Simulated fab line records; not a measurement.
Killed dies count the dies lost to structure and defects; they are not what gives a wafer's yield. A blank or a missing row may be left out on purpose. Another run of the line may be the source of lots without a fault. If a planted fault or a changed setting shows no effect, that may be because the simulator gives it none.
fab line records	flow sky130
record lots=7	wafers=21	last_day=50
route steps=708 shown NWELL@82 PWDE@84 VT_ADJUST_HVTP@85 VT_ADJUST_LVTN@97 PAD_OPEN@708
lots that met no fault: from a run of the same line without faults
start_h: hours from the record's first day to the start of the lot's first wafer shown	wait_h: how many hours have passed since the lot's step before this one	" unchanged from the row above	L1.1+2: several wafers, shown together as one row	- either no value or no given start	* or withheld: withheld	< > ~ a bound
route shown NAME@n: a module of which the file shows steps, and the number in the route of the first	usual: mean/standard deviation taken from wafers without a fault	same: alike in all rows	chamber/n: place in a boat	sites: each site's reading	_std_site: how widely they spread, as a standard deviation	_edge_site: mean of outer sites minus mean of inner sites	radius_mm: for every site, how far away it sits from the centre of the wafer	mask NAME#n: copy n	behind: the tool/chamber that last shaped the wafer	hold: the reason the lot was held/the length of the hold in hours/how it ended	device: transistor that didn't switch, given as n, p or np	end of line: at the end of the route, the tests of the same wafers	for a step that has no rows: nothing shown but its recipe	killed: the dies lost at the first sort to structure and to defects; this is not the yield of the wafer	map: a wafer's dies, x killed, . not, _ none there
set.NAME: the setting as run; set.NAME@STEP: as run at that earlier step	model.NAME: the simulator's own value behind a step, which no gauge read
lots at some steps of the route; a table a step, a row a wafer
services: a tool's chamber out of use, with start hour (start_h, from the record's first day; less than 0 if before it), hours out, and reason
## steps
# step SKY_NWELL_RS_MEAS_29
# recipe thk_meas_gauge=four-point-probe
# usual NWELL_RS=624.7/1.4
lot.wafer	tool	chamber	start_h	wait_h	NWELL_RS[ohm/sq]
L568.2	film_metro-01	-	121.92	0.1	624.6
L568.4	"	-	"	"	623.9
L568.6	"	-	"	"	624.0
L575.1	film_metro-03	-	152.30	0.1	626.3
L575.3	"	-	"	"	625.9
L575.4	"	-	"	"	623.9
L576.2	film_metro-01	-	158.80	0.1	626.8
L576.5	"	-	"	"	625.4
L576.6	"	-	"	"	624.6
L577.1	film_metro-02	-	166.89	0.1	623.6
L577.2	"	-	"	"	624.0
L577.3	"	-	"	"	624.0
L580.1	film_metro-02	-	180.43	0.1	624.9
L580.2	"	-	"	"	620.6
L580.5	"	-	"	"	622.9
L589.1	film_metro-02	-	237.89	0.1	624.8
L589.2	"	-	"	"	624.0
L589.3	"	-	"	"	624.9
L590.2	film_metro-03	-	244.16	0.1	621.7
L590.4	"	-	"	"	623.1
L590.5	"	-	"	"	622.7
# step SKY_NWELL_RS_MEAS_31
# recipe thk_meas_gauge=four-point-probe
# usual PWDE_RS=5282/19
lot.wafer	tool	chamber	start_h	wait_h	PWDE_RS[ohm/sq]
L568.2	film_metro-01	-	122.16	0.1	5284
L568.4	"	-	"	"	5297
L568.6	"	-	"	"	5295
L575.1	film_metro-03	-	152.54	0.1	5296
L575.3	"	-	"	"	5286
L575.4	"	-	"	"	5293
L576.2	film_metro-01	-	159.04	0.1	5296
L576.5	"	-	"	"	5288
L576.6	"	-	"	"	5283
L577.1	film_metro-02	-	167.13	0.1	5255
L577.2	"	-	"	"	5259
L577.3	"	-	"	"	5271
L580.1	film_metro-02	-	180.67	0.1	5282
L580.2	"	-	"	"	5300
L580.5	"	-	"	"	5278
L589.1	film_metro-02	-	238.13	0.1	5264
L589.2	"	-	"	"	5284
L589.3	"	-	"	"	5297
L590.2	film_metro-03	-	244.40	0.1	5285
L590.4	"	-	"	"	5280
L590.5	"	-	"	"	5268
# step SKY_VT_ADJUST_HVTP_DEHYDRATE_00
# recipe temp_c=200	time_s=60
# step SKY_VT_ADJUST_HVTP_HMDS_01
# recipe prime_time_s=60	prime_temp_c=120
# step SKY_VT_ADJUST_HVTP_COAT_02
# recipe resist=NOVOLAK	spin_rpm=3000	resist_thk_nm=1140
# step SKY_VT_ADJUST_HVTP_SOFTBAKE_03
# recipe temp_c=90	time_s=60	resist=NOVOLAK
# step SKY_VT_ADJUST_HVTP_EXPOSE_04
# recipe mask_id=HVTPM	na=0.6	source_shape=conventional	sigma_outer=0.6	polarization=unpolarized	target_cd_nm=380	dose_mj=140
# step SKY_VT_ADJUST_HVTP_PEB_05
# recipe temp_c=withheld	time_s=*	resist=NOVOLAK
# step SKY_VT_ADJUST_HVTP_DEVELOP_06
# recipe resist=NOVOLAK	developer=TMAH	develop_time_s=60	dev_temp_c=23
# step SKY_VT_ADJUST_HVTP_CD_MEAS_07
# recipe target_cd_nm=380
# usual cd_nm=379.2/2.7
lot.wafer	tool	chamber	start_h	wait_h	cd_nm
L568.2	cd_sem-02	-	141.23	0.1	379.9
L568.4	"	-	"	"	376.9
L568.6	"	-	"	"	376.3
L575.1	cd_sem-02	-	172.26	0.1	379.8
L575.3	"	-	"	"	379.6
L575.4	"	-	"	"	379.4
L576.2	cd_sem-01	-	178.60	0.1	374.3
L576.5	"	-	"	"	372.5
L576.6	"	-	"	"	374.4
L577.1	cd_sem-02	-	187.53	0.1	382.7
L577.2	"	-	"	"	384.2
L577.3	"	-	"	"	383.8
L580.1	cd_sem-02	-	201.30	0.1	381.0
L580.2	"	-	"	"	382.3
L580.5	"	-	"	"	380.9
L589.1	cd_sem-01	-	260.34	0.1	377.6
L589.2	"	-	"	"	377.7
L589.3	"	-	"	"	380.0
L590.2	cd_sem-01	-	267.06	0.1	377.5
L590.4	"	-	"	"	378.7
L590.5	"	-	"	"	378.7
# step SKY_VT_ADJUST_HVTP_OVL_MEAS_08
# usual VT_ADJUST_HVTP_OVL=-0.8/1.4
lot.wafer	tool	chamber	start_h	wait_h	VT_ADJUST_HVTP_OVL[nm]
L568.2	overlay-01	-	141.34	0.1	0.2
L568.4	"	-	"	"	-0.5
L568.6	"	-	"	"	-0.4
L575.1	overlay-01	-	172.38	0.1	0.2
L575.3	"	-	"	"	0.2
L575.4	"	-	"	"	1.3
L576.2	overlay-02	-	178.71	0.1	-1.2
L576.5	"	-	"	"	-0.8
L576.6	"	-	"	"	-0.1
L577.1	overlay-01	-	187.65	0.1	0.1
L577.2	"	-	"	"	-0.1
L577.3	"	-	"	"	0.3
L580.1	overlay-02	-	201.42	0.1	0.0
L580.2	"	-	"	"	-0.3
L580.5	"	-	"	"	0.7
L589.1	overlay-01	-	260.46	0.1	-0.7
L589.2	"	-	"	"	-0.2
L589.3	"	-	"	"	0.1
L590.2	overlay-01	-	267.20	0.1	0.1
L590.4	"	-	"	"	0.2
L590.5	"	-	"	"	-0.3
# step SKY_VT_ADJUST_HVTP_IMPLANT_09
# recipe species=As	energy_kev=150	dose_cm2=4.3e+12	tilt_deg=withheld
lot.wafer	tool	chamber	start_h	wait_h
L568.2+4+6	implanter-04	0	141.39	0.0
L575.1+3+4	implanter-01	0	172.42	0.0
L575.1+3+4	implanter-01	0	172.73	0.3
L576.2+5+6	implanter-02	0	178.76	0.0
L576.2+5+6	implanter-02	0	179.08	0.3
L577.1+2+3	implanter-02	0	187.69	0.0
L577.1+2+3	implanter-02	0	188.00	0.3
L580.1+2+5	implanter-04	0	201.45	0.0
L589.1+2+3	implanter-04	0	260.50	0.0
L590.2+4+5	implanter-04	0	267.26	0.0
# step SKY_VT_ADJUST_HVTP_STRIP_10
# recipe chemistry=O2/N2	power_w=1400	pressure_mtorr=1500	platen_temp_c=withheld	o2_flow_sccm=3000	n2_flow_sccm=300	overash_fraction=0.5
# usual drypump_motor_current_A=5.8/0.4	oes_product_au=0.716/0.0045	strip_time_to_endpoint_s=14.19/0.04
lot.wafer	tool	chamber	start_h	wait_h	drypump_motor_current_A	oes_product_au	rf_hours_counter_h	strip_time_to_endpoint_s
L568.2	plasma_asher-02	0	141.52	0.1	6.0	0.725	47	14.21
L568.4	"	1	"	"	5.0	0.711	-	14.26
L568.6	"	0	"	"	6.0	0.716	-	14.22
L575.1	plasma_asher-03	0	172.90	0.1	6.4	0.715	5	14.21
L575.3	"	0	"	"	6.3	0.712	-	14.13
L575.4	"	1	"	"	5.9	0.713	-	14.17
L576.2	plasma_asher-03	1	179.20	0.1	5.9	0.715	6	14.19
L576.5	"	1	"	"	5.9	0.720	-	14.19
L576.6	"	0	"	"	6.4	0.723	-	14.18
L577.1	plasma_asher-04	1	188.15	0.1	5.6	0.716	37	14.21
L577.2	"	0	"	"	6.0	0.710	37	14.14
L577.3	"	1	"	"	5.6	0.712	-	14.21
L580.1	plasma_asher-03	0	201.60	0.1	6.4	0.714	8	14.25
L580.2	"	1	"	"	5.9	0.716	8	14.24
L580.5	"	1	"	"	5.9	0.704	-	14.22
L589.1	plasma_asher-03	1	260.65	0.1	6.0	0.721	14	14.16
L589.2	"	0	"	"	6.3	0.716	14	14.16
L589.3	"	0	"	"	6.4	0.715	-	14.15
L590.2	plasma_asher-04	1	267.38	0.1	5.7	0.719	46	14.14
L590.4	"	1	"	"	5.6	0.722	-	14.16
L590.5	"	1	"	"	5.6	0.710	-	14.19
# step SKY_VT_ADJUST_HVTP_TW_MEAS_11
# usual VT_ADJUST_HVTP_TW=1348/8.2
lot.wafer	tool	chamber	start_h	wait_h	VT_ADJUST_HVTP_TW
L568.2	film_metro-01	-	141.63	0.1	1350
L568.4	"	-	"	"	1346
L568.6	"	-	"	"	1349
L575.1	film_metro-03	-	173.00	0.1	1696
L575.3	"	-	"	"	1699
L575.4	"	-	"	"	1702
L576.2	film_metro-03	-	179.31	0.1	1692
L576.5	"	-	"	"	1697
L576.6	"	-	"	"	1702
L577.1	film_metro-01	-	188.25	0.1	1678
L577.2	"	-	"	"	1664
L577.3	"	-	"	"	1666
L580.1	film_metro-04	-	201.70	0.1	1349
L580.2	"	-	"	"	1340
L580.5	"	-	"	"	1349
L589.1	film_metro-04	-	260.75	0.1	1348
L589.2	"	-	"	"	1352
L589.3	"	-	"	"	1352
L590.2	film_metro-03	-	267.49	0.1	1340
L590.4	"	-	"	"	1343
L590.5	"	-	"	"	1354
# step SKY_VT_ADJUST_LVTN_DEHYDRATE_00
# recipe temp_c=200	time_s=60
# step SKY_PAD_OPEN_PROBE_99
# usual killed_at_M0_to_M3=42/6.8	killed_at_M4_up=3.4/1.8	killed_at_contacts=25/5.7	killed_at_front_end=16/4.8	killed_at_other=0.2/0.39	killed_dies=87/9.6	killed_open=47/6.9	killed_short=40/6.3
# same gross_dies=492	killed_at_back_side=0
lot.wafer	tool	chamber	start_h	wait_h	killed_at_M0_to_M3	killed_at_M4_up	killed_at_contacts	killed_at_front_end	killed_at_other	killed_dies	killed_open	killed_short	model.etest.tip_p.rs_ohm_sq	model.etest.pfet_01v8.r_on_ohm_um	model.etest.tip_p.rs_ohm_sq_range	model.etest.pfet_01v8.drive_ua_um	model.etest.pfet_01v8_mvt.drive_ua_um	model.etest.pfet_01v8_hvt.drive_ua_um	model.etest.sram_pfet_latch.drive_ua_um	model.etest.ring_1v8.delay_ps
L568.2	prober-01	-	1095.73	0.1	34	4	25	18	0	81	36	45	6997	2902	111.3	190	148.1	140.3	137.8	21.2
L568.4	prober-01	-	1095.83	0.2	50	4	14	26	0	94	43	51	6970	2919	196.7	188.3	148.3	140.8	134.8	21.49
L568.6	prober-01	-	1095.93	0.2	36	5	22	15	1	79	40	39	7033	2880	203.3	191.9	149.7	141.4	141.2	21.27
L575.1	prober-01	-	1122.59	0.1	36	4	28	18	0	86	48	38	8902	3533	314.3	131.4	93.87	102.5	101.5	26.82
L575.3	prober-01	-	1122.69	0.2	41	1	28	25	0	95	52	43	8987	3556	303.6	129.9	94.23	102	99.83	27.25
L575.4	prober-01	-	1122.74	0.2	39	5	31	22	0	97	55	42	8845	3636	338.9	126.1	91.83	97.72	98.53	27.77
L576.2	prober-02	-	1131.43	0.1	52	4	17	16	0	89	41	48	8970	3592	225.9	129	91.7	101.3	102.9	26.24
L576.5	prober-02	-	1131.58	0.2	48	4	25	19	0	96	54	42	9017	3730	232.2	123	88.37	95.96	96.82	28.32
L576.6	prober-02	-	1131.63	0.2	54	2	18	15	1	90	53	37	8944	3577	340.2	129.4	92.04	99.98	100.2	26.41
L577.1	prober-01	-	1138.68	0.1	42	6	24	11	0	83	44	39	9150	3630	264.2	125.6	90.75	98.15	98.62	27.84
L577.2	prober-01	-	1138.73	0.1	41	6	16	12	0	75	47	28	9087	3728	218.4	120.6	88.18	93.55	95.54	28.78
L577.3	prober-01	-	1138.78	0.2	53	4	28	17	0	102	54	48	9135	3589	235.6	127.4	90.69	99.73	99.15	27.14
L580.1	prober-02	-	1150.43	0.1	40	2	32	17	0	91	56	35	6925	2926	121.4	186	148.8	140.8	148.4	21.8
L580.2	prober-02	-	1150.48	0.1	39	1	31	11	1	83	47	36	6900	2979	164.9	185.8	146.6	138.3	137.9	21.71
L580.5	prober-02	-	1150.63	0.2	47	2	25	15	0	89	46	43	6875	2906	207.2	189.8	149.3	141.7	150.6	21.45
L589.1	prober-01	-	1190.62	0.1	40	3	26	4	0	73	48	25	6934	3015	136	185.4	144.9	134.6	142.7	21.49
L589.2	prober-01	-	1190.67	0.1	34	1	27	12	0	74	44	30	6874	2939	128.8	186.1	148.1	139.1	138.7	21.83
L589.3	prober-01	-	1190.72	0.2	42	1	21	16	0	80	44	36	6945	2993	138	184.2	146.6	137.4	138.2	22.3
L590.2	prober-02	-	1195.05	0.1	42	5	32	11	1	91	46	45	6923	2845	187.3	197.2	154.7	147.5	150	20.42
L590.4	prober-02	-	1195.15	0.2	42	2	17	19	1	81	49	32	6939	2913	256.5	190	150.2	141.8	139.8	21.33
L590.5	prober-02	-	1195.20	0.2	40	4	24	15	0	83	45	38	6899	2977	210	186.2	147.9	139.9	137.1	21.83
# killed by level:class
L568.2 CONTACT:geometric_particle:open=7 VIA1:geometric_particle:open=7 FIELD_ISO:geometric_particle:short=6 LOCAL_INTERCONNECT:geometric_particle:short=6 METAL3:geometric_particle:short=6 LI_CONTACT:geometric_particle:open=5 VIA3:geometric_particle:open=5 FIELD_ISO:geometric_particle:open=4
L568.4 VIA1:geometric_particle:open=11 VIA1:geometric_particle:short=9 POLY_GATE:geometric_particle:open=7 POLY_GATE:geometric_particle:short=7 CONTACT:geometric_particle:open=7 VIA2:geometric_particle:short=6 METAL2:geometric_particle:short=6 METAL1:geometric_particle:short=5
L568.6 VIA2:geometric_particle:open=7 CONTACT:geometric_particle:short=6 VIA1:geometric_particle:open=6 POLY_GATE:geometric_particle:open=5 LI_CONTACT:geometric_particle:open=5 CONTACT:geometric_particle:open=5 VIA1:geometric_particle:short=5 METAL2:geometric_particle:short=5
L575.1 VIA1:geometric_particle:open=12 LI_CONTACT:geometric_particle:open=8 CONTACT:geometric_particle:short=8 POLY_GATE:geometric_particle:short=7 CONTACT:geometric_particle:open=7 VIA3:geometric_particle:open=7 METAL2:geometric_particle:short=5 FIELD_ISO:geometric_particle:open=4
L575.3 CONTACT:geometric_particle:open=12 LI_CONTACT:geometric_particle:open=10 METAL1:geometric_particle:short=7 POLY_GATE:geometric_particle:open=7 VIA1:geometric_particle:short=7 METAL2:geometric_particle:short=7 VIA1:geometric_particle:open=6 VIA3:geometric_particle:open=6
L575.4 CONTACT:geometric_particle:open=15 VIA1:geometric_particle:open=11 CONTACT:geometric_particle:short=8 VIA3:geometric_particle:open=7 VIA1:geometric_particle:short=7 FIELD_ISO:geometric_particle:short=6 POLY_GATE:geometric_particle:short=6 LI_CONTACT:geometric_particle:open=5
L576.2 VIA1:geometric_particle:open=10 VIA2:geometric_particle:open=8 CONTACT:geometric_particle:open=6 METAL1:geometric_particle:short=6 LOCAL_INTERCONNECT:geometric_particle:short=5 VIA2:geometric_particle:short=5 VIA3:geometric_particle:open=5 FIELD_ISO:geometric_particle:short=4
L576.5 VIA1:geometric_particle:open=18 CONTACT:geometric_particle:open=16 POLY_GATE:geometric_particle:short=8 VIA1:geometric_particle:short=8 METAL2:geometric_particle:short=7 VIA2:geometric_particle:open=4 LI_CONTACT:geometric_particle:short=4 LI_CONTACT:geometric_particle:open=4
L576.6 VIA1:geometric_particle:open=15 VIA2:geometric_particle:open=8 FIELD_ISO:geometric_particle:open=7 METAL1:geometric_particle:short=6 CONTACT:geometric_particle:open=5 LI_CONTACT:geometric_particle:open=5 METAL3:geometric_particle:short=5 VIA3:geometric_particle:open=5
L577.1 VIA1:geometric_particle:open=14 LOCAL_INTERCONNECT:geometric_particle:short=7 CONTACT:geometric_particle:open=6 VIA3:geometric_particle:open=6 METAL4:geometric_particle:short=5 VIA1:geometric_particle:short=5 CONTACT:geometric_particle:short=4 VIA2:geometric_particle:open=4
L577.2 VIA1:geometric_particle:open=13 POLY_GATE:geometric_particle:open=6 LI_CONTACT:geometric_particle:open=6 CONTACT:geometric_particle:open=6 METAL1:geometric_particle:short=6 VIA2:geometric_particle:open=6 VIA1:geometric_particle:short=4 VIA3:geometric_particle:open=4
L577.3 VIA1:geometric_particle:open=14 CONTACT:geometric_particle:open=10 VIA2:geometric_particle:open=8 LOCAL_INTERCONNECT:geometric_particle:short=8 LI_CONTACT:geometric_particle:open=7 VIA3:geometric_particle:open=7 FIELD_ISO:geometric_particle:short=6 METAL1:geometric_particle:short=6
L580.1 CONTACT:geometric_particle:open=15 VIA3:geometric_particle:open=8 VIA2:geometric_particle:open=7 LI_CONTACT:geometric_particle:open=6 VIA1:geometric_particle:open=6 POLY_GATE:geometric_particle:open=5 CONTACT:geometric_particle:short=5 FIELD_ISO:geometric_particle:open=4
L580.2 LI_CONTACT:geometric_particle:open=9 CONTACT:geometric_particle:open=9 VIA2:geometric_particle:open=8 VIA1:geometric_particle:open=8 CONTACT:geometric_particle:short=6 VIA3:geometric_particle:open=6 LOCAL_INTERCONNECT:geometric_particle:short=5 VIA1:geometric_particle:short=5
L580.5 VIA1:geometric_particle:open=10 LI_CONTACT:geometric_particle:open=10 VIA2:geometric_particle:open=8 FIELD_ISO:geometric_particle:open=5 METAL1:geometric_particle:short=5 VIA1:geometric_particle:short=5 METAL2:geometric_particle:short=5 METAL3:geometric_particle:short=5
L589.1 CONTACT:geometric_particle:open=10 VIA1:geometric_particle:open=10 VIA3:geometric_particle:open=8 VIA2:geometric_particle:open=6 METAL2:geometric_particle:short=5 LI_CONTACT:geometric_particle:open=4 LOCAL_INTERCONNECT:geometric_particle:short=4 LI_CONTACT:geometric_particle:short=3
L589.2 CONTACT:geometric_particle:open=10 VIA3:geometric_particle:open=8 LI_CONTACT:geometric_particle:open=6 VIA1:geometric_particle:open=5 CONTACT:geometric_particle:short=5 VIA2:geometric_particle:short=5 VIA2:geometric_particle:open=5 LOCAL_INTERCONNECT:geometric_particle:short=4
L589.3 METAL1:geometric_particle:short=9 VIA1:geometric_particle:open=8 CONTACT:geometric_particle:open=6 LI_CONTACT:geometric_particle:open=5 METAL2:geometric_particle:short=5 VIA1:geometric_particle:short=5 VIA2:geometric_particle:open=5 FIELD_ISO:geometric_particle:open=4
L590.2 CONTACT:geometric_particle:open=12 VIA1:geometric_particle:open=10 LOCAL_INTERCONNECT:geometric_particle:short=8 METAL3:geometric_particle:short=6 VIA1:geometric_particle:short=6 LI_CONTACT:geometric_particle:open=5 FIELD_ISO:geometric_particle:open=4 CONTACT:geometric_particle:short=4
L590.4 VIA1:geometric_particle:open=9 CONTACT:geometric_particle:open=8 VIA3:geometric_particle:open=7 FIELD_ISO:geometric_particle:short=6 VIA2:geometric_particle:open=6 POLY_GATE:geometric_particle:short=4 METAL1:geometric_particle:short=4 METAL1:geometric_particle:open=4
L590.5 VIA1:geometric_particle:open=11 VIA2:geometric_particle:open=8 METAL1:geometric_particle:short=7 LI_CONTACT:geometric_particle:open=6 CONTACT:geometric_particle:open=6 CONTACT:geometric_particle:short=5 VIA3:geometric_particle:open=5 FIELD_ISO:geometric_particle:short=4
## services
tool	chamber	start_h	hours	kind
plasma_asher-03	0	117.75	-	clean
plasma_asher-03	1	117.75	-	clean
implanter-01	-	123.03	5.8	pm
implanter-01	-	134.06	3.4	repair
plasma_asher-03	-	134.32	4.6	repair
implanter-04	-	152.55	3.5	repair
implanter-04	-	156.76	19.5	pm
plasma_asher-02	-	157.40	0.4	repair
plasma_asher-02	-	175.27	1.8	repair
implanter-04	-	176.29	3.7	pm
implanter-02	-	188.36	1.1	repair
implanter-01	-	206.83	6.3	pm
implanter-01	-	238.47	2.3	repair
## key
first_sign step=SKY_VT_ADJUST_HVTP_IMPLANT_09	reading=visit	direction=added
effect step=SKY_VT_ADJUST_HVTP_TW_MEAS_11	reading=VT_ADJUST_HVTP_TW	direction=up	sigmas=42	usual=1348	struck=1689
model_effect step=SKY_PAD_OPEN_PROBE_99	value=etest.tip_p.rs_ohm_sq	without=6735	struck=9004
met_at SKY_VT_ADJUST_HVTP_IMPLANT_09
struck_wafers L575.1,L575.3,L575.4,L576.2,L576.5,L576.6,L577.1,L577.2,L577.3
tester_left_out L575,L576,L577
fault kind=repeated_step_whole	tool=implanter-01,implanter-02,implanter-04	chamber=-	onset_h=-	steps=SKY_VT_ADJUST_HVTP_IMPLANT_09	times=1	scope=struck_lots_only
# tester_left_out: of these lots the tester's yield and bins aren't shown, on N5 and GAA mostly nor the transistor test; their killed dies are dies lost to structure and defects alone, not to doping, threshold or leakage, so they don't give the yield
